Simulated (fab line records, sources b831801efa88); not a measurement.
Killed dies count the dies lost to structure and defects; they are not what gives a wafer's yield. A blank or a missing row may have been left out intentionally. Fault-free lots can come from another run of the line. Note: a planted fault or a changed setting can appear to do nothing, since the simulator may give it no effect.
fab line records    flow sky130
record lots=24  wafers=72  last_day=50
route steps=708 shown POLY_CUT@315 LI_CONTACT@374 VIA2@529 VIA3@576 METAL4@599
lots that met no fault: from a run of the same line without faults
start_h: the number of hours between the record's first day and the start of the first shown wafer of the lot    wait_h: time in hours since the lot's previous step    " same as the row above    L1.1+2: a single row standing in for several wafers    - value missing, or start not given    * or withheld: withheld    < > ~ a bound
route shown NAME@n: names a module that has steps shown in the file, with the first one's number in the route    usual: mean/standard deviation taken from wafers without a fault    same: alike in all rows    chamber/n: place in a boat    sites: per-site readings    _std_site: their standard deviation    _edge_site: outer sites' mean less inner sites'    radius_mm: how far each site lies from the wafer's centre    mask NAME#n: copy n    behind: the tool/chamber that last shaped the wafer    hold: cause of the lot's hold/its duration in hours/its outcome    device: the transistor (n, p or np) that didn't switch    end of line: at the end of the route, the tests of the same wafers    a step given without rows: its recipe and nothing more    killed: dies that structure and defects cost at the first sort, which is not the same as the wafer's yield    map: a wafer's dies, marking killed ones x, the rest . and places with no die _
set.NAME: the setting the step ran with; set.NAME@STEP: the setting that earlier step ran with    model.NAME: the simulator's own value behind a step, which no gauge read
route steps across a sampled set of lots; one table per step, one row per wafer
services: the hour from which a tool's chamber was out of use, counted from the record's first day as start_h (under 0 if before that day), plus the number of hours and why
## steps
# step SKY_POLY_CUT_CD_MEAS_08
# recipe target_cd_nm=270
# usual cd_nm=270.6/1.1
lot.wafer  tool       chamber  start_h  wait_h  cd_nm
L074.2     cd_sem-02  -        561.56   -       270.0
L074.3     "          -        "        "       271.1
L074.6     "          -        "        "       269.7
L075.1     cd_sem-02  -        571.44   -       270.4
L075.2     "          -        "        "       269.3
L075.3     "          -        "        "       268.6
L076.2     cd_sem-02  -        579.11   -       269.2
L076.4     "          -        "        "       271.1
L076.5     "          -        "        "       270.3
L077.2     cd_sem-01  -        594.26   -       269.5
L077.3     "          -        "        "       269.5
L077.6     "          -        "        "       269.1
L079.2     cd_sem-02  -        614.06   -       271.3
L079.5     "          -        "        "       269.7
L079.6     "          -        "        "       270.8
L078.3     cd_sem-02  -        614.40   -       271.9
L078.4     "          -        "        "       271.3
L078.5     "          -        "        "       272.0
L080.2     cd_sem-01  -        621.63   -       270.4
L080.4     "          -        "        "       272.0
L080.6     "          -        "        "       271.9
L081.1     cd_sem-02  -        623.99   -       271.5
L081.4     "          -        "        "       272.4
L081.5     "          -        "        "       272.6
L082.4     cd_sem-01  -        629.80   -       272.1
L082.5     "          -        "        "       271.9
L082.6     "          -        "        "       270.2
L083.1     cd_sem-01  -        640.74   -       269.9
L083.2     "          -        "        "       269.3
L083.3     "          -        "        "       269.7
L084.4     cd_sem-01  -        651.77   -       271.1
L084.5     "          -        "        "       271.3
L084.6     "          -        "        "       270.9
L085.1     cd_sem-02  -        656.39   -       270.2
L085.2     "          -        "        "       270.3
L085.5     "          -        "        "       270.0
L087.2     cd_sem-01  -        665.81   -       272.2
L087.3     "          -        "        "       272.2
L087.6     "          -        "        "       272.6
L086.3     cd_sem-01  -        667.60   -       270.2
L086.5     "          -        "        "       269.5
L086.6     "          -        "        "       271.4
L088.1     cd_sem-02  -        678.39   -       269.6
L088.2     "          -        "        "       271.1
L088.5     "          -        "        "       269.6
L089.1     cd_sem-01  -        682.29   -       269.6
L089.5     "          -        "        "       270.9
L089.6     "          -        "        "       269.7
L090.1     cd_sem-01  -        696.01   -       269.1
L090.5     "          -        "        "       269.2
L090.6     "          -        "        "       269.2
L091.3     cd_sem-01  -        703.53   -       271.6
L091.4     "          -        "        "       270.3
L091.5     "          -        "        "       271.4
L092.1     cd_sem-01  -        710.86   -       269.8
L092.2     "          -        "        "       271.5
L092.6     "          -        "        "       270.0
L093.1     cd_sem-01  -        717.36   -       270.7
L093.2     "          -        "        "       270.8
L093.4     "          -        "        "       270.2
L095.3     cd_sem-01  -        729.83   -       271.6
L095.4     "          -        "        "       271.7
L095.5     "          -        "        "       271.1
L094.1     cd_sem-02  -        732.51   -       269.9
L094.3     "          -        "        "       268.4
L094.6     "          -        "        "       269.1
L096.2     cd_sem-01  -        743.01   -       269.6
L096.3     "          -        "        "       268.1
L096.4     "          -        "        "       268.0
L097.3     cd_sem-01  -        748.56   -       273.0
L097.4     "          -        "        "       271.5
L097.5     "          -        "        "       272.1
# step SKY_LI_CONTACT_CD_MEAS_12
# recipe target_cd_nm=170
# usual cd_nm=170.2/1.3
lot.wafer  tool       chamber  start_h  wait_h  cd_nm
L074.2     cd_sem-02  -        679.63   -       170.8
L074.3     "          -        "        "       170.6
L074.6     "          -        "        "       171.0
L075.1     cd_sem-01  -        689.26   -       172.2
L075.2     "          -        "        "       171.3
L075.3     "          -        "        "       173.3
L076.2     cd_sem-02  -        695.86   -       171.6
L076.4     "          -        "        "       170.8
L076.5     "          -        "        "       170.5
L077.2     cd_sem-02  -        711.23   -       171.9
L077.3     "          -        "        "       171.9
L077.6     "          -        "        "       172.7
L079.2     cd_sem-02  -        730.13   -       170.8
L079.5     "          -        "        "       170.8
L079.6     "          -        "        "       170.1
L078.3     cd_sem-01  -        731.03   -       168.2
L078.4     "          -        "        "       166.9
L078.5     "          -        "        "       168.3
L080.2     cd_sem-02  -        737.46   -       172.0
L080.4     "          -        "        "       170.5
L080.6     "          -        "        "       170.1
L081.1     cd_sem-01  -        738.44   -       169.9
L081.4     "          -        "        "       169.7
L081.5     "          -        "        "       169.9
L082.4     cd_sem-02  -        743.15   -       170.3
L082.5     "          -        "        "       170.1
L082.6     "          -        "        "       170.2
L083.1     cd_sem-01  -        754.19   -       170.9
L083.2     "          -        "        "       170.0
L083.3     "          -        "        "       170.4
L084.4     cd_sem-02  -        764.40   -       172.1
L084.5     "          -        "        "       170.7
L084.6     "          -        "        "       169.5
L085.1     cd_sem-02  -        767.84   -       170.5
L085.2     "          -        "        "       169.5
L085.5     "          -        "        "       170.1
L087.2     cd_sem-01  -        777.46   -       170.9
L087.3     "          -        "        "       168.7
L087.6     "          -        "        "       168.5
L086.3     cd_sem-02  -        778.55   -       168.0
L086.5     "          -        "        "       167.9
L086.6     "          -        "        "       166.4
L088.1     cd_sem-01  -        789.09   -       170.6
L088.2     "          -        "        "       170.8
L088.5     "          -        "        "       170.5
L089.1     cd_sem-01  -        792.04   -       170.4
L089.5     "          -        "        "       170.6
L089.6     "          -        "        "       170.4
L090.1     cd_sem-01  -        805.81   -       169.4
L090.5     "          -        "        "       169.6
L090.6     "          -        "        "       170.8
L091.3     cd_sem-02  -        813.83   -       171.6
L091.4     "          -        "        "       171.5
L091.5     "          -        "        "       172.1
L092.1     cd_sem-02  -        819.01   -       169.6
L092.2     "          -        "        "       172.8
L092.6     "          -        "        "       171.7
L093.1     cd_sem-01  -        826.99   -       168.1
L093.2     "          -        "        "       167.2
L093.4     "          -        "        "       168.5
L095.3     cd_sem-02  -        839.48   -       170.8
L095.4     "          -        "        "       168.7
L095.5     "          -        "        "       169.9
L094.1     cd_sem-01  -        841.34   -       172.6
L094.3     "          -        "        "       170.9
L094.6     "          -        "        "       170.3
L096.2     cd_sem-02  -        852.36   -       170.8
L096.3     "          -        "        "       170.3
L096.4     "          -        "        "       168.1
L097.3     cd_sem-02  -        856.50   -       170.6
L097.4     "          -        "        "       172.2
L097.5     "          -        "        "       169.9
# step SKY_VIA2_RS_MEAS_22
# recipe thk_meas_gauge=four-point-probe  reads=W_of_VIA2_CVD_21+TiN_of_VIA2_SPUTTER_20
# usual VIA2_W_RS=0.273/0.0035
lot.wafer  tool           chamber  start_h  wait_h  VIA2_W_RS[ohm/sq]
L074.2     film_metro-01  -        851.76   0.1     0.270
L074.3     "              -        "        "       0.277
L074.6     "              -        "        "       0.273
L075.1     film_metro-02  -        861.35   0.1     0.277
L075.2     "              -        "        "       0.273
L075.3     "              -        "        "       0.277
L076.2     film_metro-01  -        863.33   0.1     0.270
L076.4     "              -        "        "       0.274
L076.5     "              -        "        "       0.273
L077.2     film_metro-04  -        881.12   0.1     0.275
L077.3     "              -        "        "       0.275
L077.6     "              -        "        "       0.276
L079.2     film_metro-01  -        899.86   0.1     0.276
L079.5     "              -        "        "       0.278
L079.6     "              -        "        "       0.274
L078.3     film_metro-02  -        902.15   0.1     0.274
L078.4     "              -        "        "       0.274
L078.5     "              -        "        "       0.274
L080.2     film_metro-04  -        906.55   0.2     0.271
L080.4     "              -        "        "       0.269
L080.6     "              -        "        "       0.271
L081.1     film_metro-01  -        908.07   0.2     0.267
L081.4     "              -        "        "       0.268
L081.5     "              -        "        "       0.269
L082.4     film_metro-02  -        909.69   0.1     0.267
L082.5     "              -        "        "       0.266
L082.6     "              -        "        "       0.266
L083.1     film_metro-02  -        920.81   0.2     0.270
L083.2     "              -        "        "       0.270
L083.3     "              -        "        "       0.270
L084.4     film_metro-04  -        930.48   0.1     0.273
L084.5     "              -        "        "       0.270
L084.6     "              -        "        "       0.270
L085.1     film_metro-02  -        935.60   0.1     0.275
L085.2     "              -        "        "       0.275
L085.5     "              -        "        "       0.276
L086.3     film_metro-04  -        943.41   0.1     0.272
L086.5     "              -        "        "       0.272
L086.6     "              -        "        "       0.276
L087.2     film_metro-04  -        944.05   0.1     0.273
L087.3     "              -        "        "       0.272
L087.6     "              -        "        "       0.266
L088.1     film_metro-01  -        954.44   0.1     0.278
L088.2     "              -        "        "       0.276
L088.5     "              -        "        "       0.279
L089.1     film_metro-01  -        955.66   0.1     0.274
L089.5     "              -        "        "       0.274
L089.6     "              -        "        "       0.272
L090.1     film_metro-01  -        970.09   0.1     0.277
L090.5     "              -        "        "       0.279
L090.6     "              -        "        "       0.276
L091.3     film_metro-02  -        975.80   0.1     0.273
L091.4     "              -        "        "       0.272
L091.5     "              -        "        "       0.271
L092.1     film_metro-02  -        981.55   0.1     0.269
L092.2     "              -        "        "       0.274
L092.6     "              -        "        "       0.273
L093.1     film_metro-01  -        988.34   0.1     0.271
L093.2     "              -        "        "       0.273
L093.4     "              -        "        "       0.273
L095.3     film_metro-01  -        1000.02  0.1     0.270
L095.4     "              -        "        "       0.273
L095.5     "              -        "        "       0.265
L094.1     film_metro-02  -        1005.19  0.1     0.269
L094.3     "              -        "        "       0.271
L094.6     "              -        "        "       0.274
L096.2     film_metro-01  -        1010.04  0.1     0.274
L096.3     "              -        "        "       0.278
L096.4     "              -        "        "       0.273
L097.3     film_metro-02  -        1015.52  0.1     0.276
L097.4     "              -        "        "       0.272
L097.5     "              -        "        "       0.278
# step SKY_VIA3_BOW_MEAS_03
# recipe mode=bow
# usual VIA3_BOW=78/8.4
lot.wafer  tool           chamber  start_h  wait_h  VIA3_BOW[um]
L074.2     film_metro-04  -        904.99   0.3     91
L074.3     "              -        "        "       78
L074.6     "              -        "        "       77
L075.1     film_metro-04  -        914.39   0.2     81
L075.2     "              -        "        "       76
L075.3     "              -        "        "       65
L076.2     film_metro-03  -        917.96   0.1     87
L076.4     "              -        "        "       86
L076.5     "              -        "        "       88
L077.2     film_metro-02  -        935.27   0.2     80
L077.3     "              -        "        "       72
L077.6     "              -        "        "       74
L079.2     film_metro-04  -        953.17   0.2     83
L079.5     "              -        "        "       72
L079.6     "              -        "        "       63
L078.3     film_metro-02  -        955.48   0.3     65
L078.4     "              -        "        "       73
L078.5     "              -        "        "       74
L080.2     film_metro-04  -        958.71   0.2     88
L080.4     "              -        "        "       66
L080.6     "              -        "        "       79
L081.1     film_metro-03  -        960.08   0.2     79
L081.4     "              -        "        "       73
L081.5     "              -        "        "       76
L082.4     film_metro-03  -        961.60   0.3     72
L082.5     "              -        "        "       83
L082.6     "              -        "        "       77
L083.1     film_metro-04  -        973.06   0.2     96
L083.2     "              -        "        "       100
L083.3     "              -        "        "       85
L084.4     film_metro-04  -        982.66   0.3     83
L084.5     "              -        "        "       73
L084.6     "              -        "        "       73
L085.1     film_metro-03  -        987.11   0.2     73
L085.2     "              -        "        "       88
L085.5     "              -        "        "       73
L086.3     film_metro-02  -        994.28   0.2     83
L086.5     "              -        "        "       83
L086.6     "              -        "        "       72
L087.2     film_metro-03  -        994.98   0.2     70
L087.3     "              -        "        "       77
L087.6     "              -        "        "       74
L088.1     film_metro-03  -        1005.09  0.2     92
L088.2     "              -        "        "       80
L088.5     "              -        "        "       79
L089.1     film_metro-04  -        1005.97  0.2     85
L089.5     "              -        "        "       84
L089.6     "              -        "        "       89
L090.1     film_metro-03  -        1020.76  0.2     68
L090.5     "              -        "        "       75
L090.6     "              -        "        "       60
L091.3     film_metro-03  -        1025.88  0.2     101
L091.4     "              -        "        "       83
L091.5     "              -        "        "       75
L092.1     film_metro-04  -        1030.60  0.1     70
L092.2     "              -        "        "       77
L092.6     "              -        "        "       64
L093.1     film_metro-02  -        1037.51  0.2     64
L093.2     "              -        "        "       80
L093.4     "              -        "        "       68
L095.3     film_metro-04  -        1048.61  0.3     73
L095.4     "              -        "        "       65
L095.5     "              -        "        "       77
L094.1     film_metro-04  -        1052.69  0.1     80
L094.3     "              -        "        "       80
L094.6     "              -        "        "       73
L096.2     film_metro-02  -        1057.47  0.2     67
L096.3     "              -        "        "       75
L096.4     "              -        "        "       77
L097.3     film_metro-03  -        1062.48  0.2     78
L097.4     "              -        "        "       89
L097.5     "              -        "        "       80
# step SKY_METAL4_SPUTTER_01
# recipe material=TiN  target_thk_nm=20  power_w=6500  time_s=16.7  chamber_pressure_pa=0.4
# usual throttle_valve_pct=30.1/0.67
lot.wafer  tool            chamber  start_h  wait_h  throttle_valve_pct
L074.2     pvd_sputter-02  -        931.51   0.0     30.9
L074.3     "               -        "        "       29.7
L074.6     "               -        "        "       30.1
L075.1     pvd_sputter-04  -        940.92   0.0     29.9
L075.2     "               -        "        "       30.8
L075.3     "               -        "        "       29.0
L076.2     pvd_sputter-02  -        944.86   0.0     29.9
L076.4     "               -        "        "       30.5
L076.5     "               -        "        "       31.1
L077.2     pvd_sputter-04  -        960.18   0.0     30.1
L077.3     "               -        "        "       30.8
L077.6     "               -        "        "       30.8
L079.2     pvd_sputter-04  -        979.03   0.0     29.1
L079.5     "               -        "        "       30.9
L079.6     "               -        "        "       30.7
L078.3     pvd_sputter-02  -        981.87   0.0     30.9
L078.4     "               -        "        "       29.8
L078.5     "               -        "        "       30.5
L080.2     pvd_sputter-03  -        984.15   0.0     28.8
L080.4     "               -        "        "       29.3
L080.6     "               -        "        "       29.3
L081.1     pvd_sputter-03  -        985.41   0.0     30.6
L081.4     "               -        "        "       28.9
L081.5     "               -        "        "       30.7
L082.4     pvd_sputter-03  -        987.33   0.0     30.7
L082.5     "               -        "        "       28.8
L082.6     "               -        "        "       30.7
L083.1     pvd_sputter-02  -        998.54   0.0     29.6
L083.2     "               -        "        "       30.4
L083.3     "               -        "        "       31.1
L084.4     pvd_sputter-04  -        1008.23  0.0     30.1
L084.5     "               -        "        "       28.9
L084.6     "               -        "        "       30.9
L085.1     pvd_sputter-02  -        1011.73  0.0     29.8
L085.2     "               -        "        "       29.9
L085.5     "               -        "        "       29.8
L086.3     pvd_sputter-02  -        1018.61  0.0     30.6
L086.5     "               -        "        "       30.3
L086.6     "               -        "        "       30.6
L087.2     pvd_sputter-03  -        1020.18  0.0     28.9
L087.3     "               -        "        "       30.6
L087.6     "               -        "        "       29.4
L088.1     pvd_sputter-04  -        1028.99  0.0     30.0
L088.2     "               -        "        "       30.7
L088.5     "               -        "        "       30.9
L089.1     pvd_sputter-03  -        1030.27  0.0     29.5
L089.5     "               -        "        "       29.3
L089.6     "               -        "        "       29.2
L090.1     pvd_sputter-02  -        1044.22  0.0     30.0
L090.5     "               -        "        "       30.9
L090.6     "               -        "        "       30.1
L091.3     pvd_sputter-04  -        1049.87  0.0     30.6
L091.4     "               -        "        "       30.6
L091.5     "               -        "        "       30.7
L092.1     pvd_sputter-02  -        1054.41  0.0     29.5
L092.2     "               -        "        "       30.7
L092.6     "               -        "        "       30.7
L093.1     pvd_sputter-03  -        1061.05  0.0     30.8
L093.2     "               -        "        "       29.6
L093.4     "               -        "        "       28.7
L095.3     pvd_sputter-02  -        1072.68  0.0     30.5
L095.4     "               -        "        "       30.7
L095.5     "               -        "        "       29.7
L094.1     pvd_sputter-02  -        1076.09  0.0     30.4
L094.3     "               -        "        "       29.6
L094.6     "               -        "        "       29.6
L096.2     pvd_sputter-02  -        1080.46  0.0     29.6
L096.3     "               -        "        "       30.8
L096.4     "               -        "        "       30.4
L097.3     pvd_sputter-04  -        1085.43  0.0     30.7
L097.4     "               -        "        "       30.6
L097.5     "               -        "        "       30.8
# step SKY_METAL4_STRIP_19
# recipe chemistry=O2/N2  power_w=1400  pressure_mtorr=1500  platen_temp_c=withheld  o2_flow_sccm=3000  n2_flow_sccm=300  overash_fraction=0.5
# usual drypump_motor_current_A=6.0/0.37  oes_product_au=0.502/0.0054  strip_time_to_endpoint_s=6.51/0.066
# same overash_fraction=0.5
lot.wafer  tool             chamber  start_h  wait_h  drypump_motor_current_A  oes_product_au  rf_hours_counter_h  strip_time_to_endpoint_s
L074.2     plasma_asher-03  1        982.10   0.1     6.0                      0.498           48                  6.38
L074.3     "                1        "        "       6.0                      0.506           -                   6.46
L074.6     "                1        "        "       6.0                      0.497           -                   6.36
L075.1     plasma_asher-02  1        988.57   0.1     5.9                      0.498           90                  6.56
L075.2     "                0        "        "       5.9                      0.502           90                  6.37
L075.3     "                0        "        "       5.9                      0.500           -                   6.36
L076.2     plasma_asher-01  0        994.73   0.1     5.6                      0.499           126                 6.49
L076.4     "                1        "        "       5.2                      0.496           -                   6.47
L076.5     "                1        "        "       5.2                      0.503           -                   6.49
L077.2     plasma_asher-03  1        1009.04  0.1     6.0                      0.501           51                  6.56
L077.3     "                0        "        "       6.6                      0.497           -                   6.56
L077.6     "                0        "        "       6.5                      0.514           -                   6.51
L079.2     plasma_asher-02  0        1026.14  0.1     5.9                      0.506           93                  6.55
L079.5     "                0        "        "       5.9                      0.501           -                   6.59
L079.6     "                1        "        "       5.9                      0.500           -                   6.48
L078.3     plasma_asher-03  1        1028.37  0.1     6.1                      0.502           -                   6.50
L078.4     "                0        "        "       6.6                      0.499           -                   6.43
L078.5     "                0        "        "       6.6                      0.498           -                   6.43
L080.2     plasma_asher-02  0        1031.32  0.1     5.9                      0.506           94                  6.57
L080.4     "                0        "        "       5.9                      0.500           -                   6.49
L080.6     "                0        "        "       5.9                      0.504           -                   6.56
L081.1     plasma_asher-03  0        1032.82  0.1     6.6                      0.502           53                  6.47
L081.4     "                1        "        "       6.0                      0.509           -                   6.57
L081.5     "                0        "        "       6.6                      0.498           -                   6.46
L082.4     plasma_asher-01  0        1034.32  0.1     5.5                      0.508           -                   6.53
L082.5     "                0        "        "       5.5                      0.503           -                   6.57
L082.6     "                1        "        "       5.2                      0.510           -                   6.59
L083.1     plasma_asher-03  0        1045.68  0.1     6.5                      0.495           54                  6.55
L083.2     "                1        "        "       6.1                      0.501           54                  6.46
L083.3     "                1        "        "       6.1                      0.502           -                   6.50
L084.4     plasma_asher-02  1        1054.32  0.1     5.9                      0.496           -                   6.49
L084.5     "                0        "        "       5.9                      0.506           -                   6.56
L084.6     "                1        "        "       5.9                      0.511           -                   6.51
L085.1     plasma_asher-02  1        1058.09  0.1     5.9                      0.491           96                  6.49
L085.2     "                0        "        "       5.9                      0.510           96                  6.69
L085.5     "                0        "        "       5.9                      0.502           -                   6.63
L086.3     plasma_asher-01  1        1064.36  0.1     5.2                      0.511           -                   6.72
L086.5     "                1        "        "       5.2                      0.507           -                   6.64
L086.6     "                0        "        "       5.5                      0.497           -                   6.51
L087.2     plasma_asher-02  0        1065.97  0.1     5.9                      0.503           97                  6.61
L087.3     "                1        "        "       5.9                      0.507           -                   6.51
L087.6     "                1        "        "       5.9                      0.500           -                   6.56
L088.1     plasma_asher-03  1        1073.97  0.1     6.0                      0.494           57                  6.49
L088.2     "                0        "        "       6.6                      0.506           57                  6.54
L088.5     "                1        "        "       6.0                      0.497           -                   6.46
L089.1     plasma_asher-03  1        1075.14  0.1     6.1                      0.504           57                  6.57
L089.5     "                0        "        "       6.5                      0.506           -                   6.59
L089.6     "                1        "        "       6.0                      0.499           -                   6.40
L090.1     plasma_asher-02  1        1088.86  0.3     5.9                      0.500           100                 6.45
L090.5     "                1        "        "       5.9                      0.496           -                   6.47
L090.6     "                0        "        "       5.9                      0.503           -                   6.46
L091.3     plasma_asher-02  1        1094.59  0.1     5.9                      0.505           -                   6.45
L091.4     "                0        "        "       5.9                      0.499           -                   6.51
L091.5     "                0        "        "       5.9                      0.493           -                   6.42
L092.1     plasma_asher-03  1        1097.71  0.3     6.0                      0.499           59                  6.45
L092.2     "                0        "        "       6.6                      0.503           59                  6.52
L092.6     "                1        "        "       6.0                      0.496           -                   6.46
L093.1     plasma_asher-01  0        1103.98  0.1     5.5                      0.503           4                   6.47
L093.2     "                1        "        "       5.2                      0.500           4                   6.48
L093.4     "                0        "        "       5.5                      0.502           -                   6.54
L095.3     plasma_asher-02  0        1116.13  0.1     5.9                      0.501           -                   6.57
L095.4     "                1        "        "       5.9                      0.491           -                   6.45
L095.5     "                1        "        "       5.9                      0.498           -                   6.49
L094.1     plasma_asher-02  0        1118.63  0.1     5.9                      0.509           102                 6.59
L094.3     "                1        "        "       5.9                      0.506           -                   6.55
L094.6     "                0        "        "       5.9                      0.502           -                   6.53
L096.2     plasma_asher-02  0        1124.19  0.1     5.9                      0.501           103                 6.53
L096.3     "                1        "        "       5.9                      0.511           -                   6.53
L096.4     "                0        "        "       5.9                      0.506           -                   6.55
L097.3     plasma_asher-03  0        1126.61  0.1     6.5                      0.500           -                   6.55
L097.4     "                1        "        "       6.0                      0.507           -                   6.65
L097.5     "                0        "        "       6.6                      0.498           -                   6.49
## services
tool             chamber  start_h  hours  kind
pvd_sputter-03   -        912.09   11.4   repair
pvd_sputter-04   -        921.38   9.3    repair
pvd_sputter-03   -        928.44   5.1    repair
pvd_sputter-02   -        972.30   2.4    repair
pvd_sputter-03   -        1003.58  5.0    repair
plasma_asher-01  -        1011.11  1.3    repair
plasma_asher-02  -        1015.00  3.8    repair
pvd_sputter-02   3        1020.63  -      consumable_replace:kit
pvd_sputter-02   3        1020.63  18.0   scheduled_down
pvd_sputter-02   3        1020.63  18.0   vent_cycle
pvd_sputter-03   -        1035.81  4.0    repair
plasma_asher-01  -        1055.25  9.0    pm
pvd_sputter-04   -        1074.07  1.3    repair
pvd_sputter-03   -        1079.31  2.9    repair
pvd_sputter-02   -        1082.81  2.0    repair
pvd_sputter-03   -        1084.65  1.4    repair
pvd_sputter-03   -        1087.71  5.1    repair
plasma_asher-03  -        1101.20  2.8    pm
pvd_sputter-03   -        1114.85  1.6    repair
plasma_asher-01  -        1115.72  2.8    pm
plasma_asher-03  -        1118.33  4.1    repair
plasma_asher-01  -        1120.36  2.6    repair
pvd_sputter-02   2        1121.49  -      consumable_replace:kit
pvd_sputter-03   -        1126.26  1.1    repair
## key
fault none
